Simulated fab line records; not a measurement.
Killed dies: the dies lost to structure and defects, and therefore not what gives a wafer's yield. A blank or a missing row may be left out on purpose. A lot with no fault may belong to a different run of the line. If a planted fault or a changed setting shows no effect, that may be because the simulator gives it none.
Which tool was responsible? :: flow sky130 :: Sampling: 13 lots, 39 wafers, 5 of 708 route steps

WHAT THE GAUGES READ, wafer by wafer
SKY_NWELL_RS_MEAS_31: measurement is done with a four-point probe.
lot: L631
measured: day 5 08:39
on: film-metro-04
PWDE_RS (ohm/sq): 5273 5264 5271

lot: L632
measured: day 6 07:04
on: film-metro-01
PWDE_RS (ohm/sq): 5284 5291 5301

lot: L633
measured: day 6 07:28
on: film-metro-03
PWDE_RS (ohm/sq): 5288 5279 5304

lot: L634
measured: day 6 08:21
on: film-metro-04
PWDE_RS (ohm/sq): 5248 5268 5266

lot: L635
measured: day 6 11:37
on: film-metro-03
PWDE_RS (ohm/sq): 5285 5278 5268

lot: L637
measured: day 6 20:05
on: film-metro-03
PWDE_RS (ohm/sq): 5252 5269 5284

lot: L638
measured: day 7 06:11
on: film-metro-03
PWDE_RS (ohm/sq): 5277 5285 5284

lot: L642
measured: day 7 21:42
on: film-metro-04
PWDE_RS (ohm/sq): 5253 5248 5243

lot: L644
measured: day 8 13:47
on: film-metro-03
PWDE_RS (ohm/sq): 5275 5260 5267

lot: L645
measured: day 8 18:33
on: film-metro-01
PWDE_RS (ohm/sq): 5298 5291 5309

lot: L646
measured: day 9 00:12
on: film-metro-03
PWDE_RS (ohm/sq): 5289 5290 5280

lot: L653
measured: day 11 23:58
on: film-metro-03
PWDE_RS (ohm/sq): 5268 5254 5259

lot: L654
measured: day 12 00:18
on: film-metro-04
PWDE_RS (ohm/sq): 5264 5271 5264

SKY_VT_ADJUST_HVTP_CD_MEAS_07: the cd target is 380 nm.
lot: L631
measured: day 6 03:19
on: cd-sem-02
cd-nm (nm): 379.5 379.1 380.5

lot: L632
measured: day 7 01:53
on: cd-sem-02
cd-nm (nm): 378.7 378.7 378.3

lot: L633
measured: day 7 02:25
on: cd-sem-01
cd-nm (nm): 383.1 384.5 382.9

lot: L634
measured: day 7 03:07
on: cd-sem-02
cd-nm (nm): 378.9 379.3 380.2

lot: L635
measured: day 7 06:05
on: cd-sem-02
cd-nm (nm): 379.0 378.5 379.1

lot: L637
measured: day 7 13:10
on: cd-sem-02
cd-nm (nm): 380.3 384.0 382.0

lot: L638
measured: day 8 00:55
on: cd-sem-01
cd-nm (nm): 381.0 378.6 378.0

lot: L642
measured: day 8 17:04
on: cd-sem-02
cd-nm (nm): 379.7 379.6 379.6

lot: L644
measured: day 9 10:46
on: cd-sem-02
cd-nm (nm): 381.1 381.7 381.3

lot: L645
measured: day 9 16:16
on: cd-sem-02
cd-nm (nm): 379.1 378.4 379.5

lot: L646
measured: day 9 21:38
on: cd-sem-02
cd-nm (nm): 378.0 378.1 380.6

lot: L653
measured: day 12 23:37
on: cd-sem-02
cd-nm (nm): 376.3 377.9 380.8

lot: L654
measured: day 13 00:40
on: cd-sem-02
cd-nm (nm): 382.3 381.3 379.2

SKY_POLY_GATE_THK_MEAS_01.
lot: L631
measured: day 13 21:41
on: film-metro-02
POLY_GATE_CVD_00_THK (nm): 182.9 182.4 183.3

lot: L632
measured: day 15 00:42
on: film-metro-04
POLY_GATE_CVD_00_THK (nm): 182.3 182.3 183.3

lot: L633
measured: day 15 03:24
on: film-metro-04
POLY_GATE_CVD_00_THK (nm): 181.4 181.3 180.4

lot: L634
measured: day 15 05:05
on: film-metro-02
POLY_GATE_CVD_00_THK (nm): 180.7 182.7 180.8

lot: L635
measured: day 15 09:26
on: film-metro-02
POLY_GATE_CVD_00_THK (nm): 178.3 178.1 177.7

lot: L637
measured: day 15 22:21
on: film-metro-01
POLY_GATE_CVD_00_THK (nm): 180.3 180.9 179.8

lot: L638
measured: day 16 12:29
on: film-metro-02
POLY_GATE_CVD_00_THK (nm): 181.8 182.3 181.1

lot: L642
measured: day 17 11:47
on: film-metro-02
POLY_GATE_CVD_00_THK (nm): 182.1 180.6 180.6

lot: L644
measured: day 18 11:46
on: film-metro-02
POLY_GATE_CVD_00_THK (nm): 198.8 199.5 199.3

lot: L645
measured: day 18 18:35
on: film-metro-02
POLY_GATE_CVD_00_THK (nm): 201.7 201.5 202.6

lot: L646
measured: day 19 05:16
on: film-metro-01
POLY_GATE_CVD_00_THK (nm): 199.0 199.5 197.3

lot: L653
measured: day 23 06:26
on: film-metro-01
POLY_GATE_CVD_00_THK (nm): 182.2 181.4 181.3

lot: L654
measured: day 23 04:38
on: film-metro-04
POLY_GATE_CVD_00_THK (nm): 181.5 182.0 181.2

SKY_POLY_GATE_CD_MEAS_22.
lot: L631
measured: day 16 06:29
on: cd-sem-02
cd-nm (nm): 149.0 147.6 151.4

lot: L632
measured: day 17 12:23
on: cd-sem-01
cd-nm (nm): 151.6 151.5 149.9

lot: L633
measured: day 17 14:35
on: cd-sem-01
cd-nm (nm): 151.2 153.0 150.8

lot: L634
measured: day 17 20:18
on: cd-sem-01
cd-nm (nm): 147.6 144.9 146.5

lot: L635
measured: day 18 00:42
on: cd-sem-01
cd-nm (nm): 151.2 147.8 151.7

lot: L637
measured: day 18 11:09
on: cd-sem-01
cd-nm (nm): 149.0 151.2 148.7

lot: L638
measured: day 19 03:01
on: cd-sem-02
cd-nm (nm): 152.9 152.9 149.9

lot: L642
measured: day 20 05:23
on: cd-sem-01
cd-nm (nm): 149.5 151.1 148.7

lot: L644
measured: day 21 05:47
on: cd-sem-01
cd-nm (nm): 152.0 151.5 151.9

lot: L645
measured: day 21 12:23
on: cd-sem-02
cd-nm (nm): 150.3 154.0 152.7

lot: L646
measured: day 21 22:38
on: cd-sem-02
cd-nm (nm): 147.2 149.2 149.1

lot: L653
measured: day 25 23:41
on: cd-sem-01
cd-nm (nm): 150.4 151.0 151.5

lot: L654
measured: day 25 20:19
on: cd-sem-01
cd-nm (nm): 150.7 150.3 149.8

TOOL THAT RAN EACH LOT (tool first, then ch and the chambers of the sampled wafers, then the start)
lot: L631
SKY_POLY_GATE_CVD_00: lpcvd-01 ch 0, day 13 20:29

lot: L632
SKY_POLY_GATE_CVD_00: lpcvd-01 ch 0, day 14 23:29

lot: L633
SKY_POLY_GATE_CVD_00: lpcvd-01 ch 0, day 15 02:12

lot: L634
SKY_POLY_GATE_CVD_00: lpcvd-01 ch 0, day 15 03:53

lot: L635
SKY_POLY_GATE_CVD_00: lpcvd-01 ch 0, day 15 08:14

lot: L637
SKY_POLY_GATE_CVD_00: lpcvd-01 ch 0, day 15 21:08

lot: L638
SKY_POLY_GATE_CVD_00: lpcvd-01 ch 1, day 16 11:17

lot: L642
SKY_POLY_GATE_CVD_00: lpcvd-01 ch 1, day 17 10:35

lot: L644
SKY_POLY_GATE_CVD_00: lpcvd-01 ch 0, day 18 10:32

lot: L645
SKY_POLY_GATE_CVD_00: lpcvd-01 ch 0, day 18 17:23

lot: L646
SKY_POLY_GATE_CVD_00: lpcvd-01 ch 0, day 19 04:04

lot: L653
SKY_POLY_GATE_CVD_00: lpcvd-01 ch 1, day 23 04:38

lot: L654
SKY_POLY_GATE_CVD_00: lpcvd-01 ch 1, day 23 02:50
- SKY_POLY_GATE_CVD_00: deposits poly-Si, target thk 180 nm, time 720 s.

AS READ BY THE TOOLS THEMSELVES (means over the sampled wafers that have a number; for cases with no such wafer, the mark the record gives instead)
SKY_POLY_GATE_CVD_00.
lot: L631
tool: lpcvd-01
pressure-mtorr (mTorr): 199.9
susceptor-temp-C (C): 620.4
zone-power-upper-pct (%): 9.9

lot: L632
tool: lpcvd-01
pressure-mtorr (mTorr): 200.6
susceptor-temp-C (C): 620.3
zone-power-upper-pct (%): 9.9

lot: L633
tool: lpcvd-01
pressure-mtorr (mTorr): 199.9
susceptor-temp-C (C): 619.8
zone-power-upper-pct (%): 9.9

lot: L634
tool: lpcvd-01
pressure-mtorr (mTorr): 200.2
susceptor-temp-C (C): 620.1
zone-power-upper-pct (%): 9.9

lot: L635
tool: lpcvd-01
pressure-mtorr (mTorr): 199.9
susceptor-temp-C (C): 620.0
zone-power-upper-pct (%): 9.9

lot: L637
tool: lpcvd-01
pressure-mtorr (mTorr): 199.9
susceptor-temp-C (C): 619.4
zone-power-upper-pct (%): 9.9

lot: L638
tool: lpcvd-01
pressure-mtorr (mTorr): 199.9
susceptor-temp-C (C): 619.7
zone-power-upper-pct (%): 8.0

lot: L642
tool: lpcvd-01
pressure-mtorr (mTorr): 199.8
susceptor-temp-C (C): 619.6
zone-power-upper-pct (%): 7.9

lot: L644
tool: lpcvd-01
pressure-mtorr (mTorr): 239.7
susceptor-temp-C (C): 620.3
zone-power-upper-pct (%): 9.9

lot: L645
tool: lpcvd-01
pressure-mtorr (mTorr): 239.6
susceptor-temp-C (C): 620.1
zone-power-upper-pct (%): 10.0

lot: L646
tool: lpcvd-01
pressure-mtorr (mTorr): 239.9
susceptor-temp-C (C): 620.1
zone-power-upper-pct (%): 10.1

lot: L653
tool: lpcvd-01
pressure-mtorr (mTorr): 200.3
susceptor-temp-C (C): 620.4
zone-power-upper-pct (%): 8.0

lot: L654
tool: lpcvd-01
pressure-mtorr (mTorr): 199.9
susceptor-temp-C (C): 620.2
zone-power-upper-pct (%): 7.9

THE ANSWER, worked out from the rows above alone
Rule: the lots themselves supply what counts as usual. Put in order of their means at a reading, lots are off if they are a third of the lots or fewer, leave a main group of 4 or more, and stand apart from it by a gap of 3 or more times the standard deviation of the main group's means; of several such gaps the widest counts. If all means in a main group match to the digits the tables above print for the reading, that group is not used. Also off: a lot with no number at a reading for which 4 or more lots have one. The other lots that the step has rows for count as sound. First the gauges in route order, then the tools' own readings, where a lot's mean is used as printed above. At the first step where some lot is off, the reading lying furthest off is the one used; lots without a number count as furthest.
Off: L644, L645, L646, at SKY_POLY_GATE_THK_MEAS_01 (POLY_GATE_CVD_00_THK). The main group: mean 181.2 nm, standard deviation 1.3.
If a tool, at a process step before that reading, ran all the lots that are off and no sound lot after the first of them, it fits. The gauges at SKY_POLY_GATE_THK_MEAS_01 aren't tried: what is off there is off at SKY_POLY_GATE_CVD_00 too, on other tools, and a gauge's error can't cause that. No candidate that was tried fits.

WHAT WAS PUT IN BY THE SIMULATOR
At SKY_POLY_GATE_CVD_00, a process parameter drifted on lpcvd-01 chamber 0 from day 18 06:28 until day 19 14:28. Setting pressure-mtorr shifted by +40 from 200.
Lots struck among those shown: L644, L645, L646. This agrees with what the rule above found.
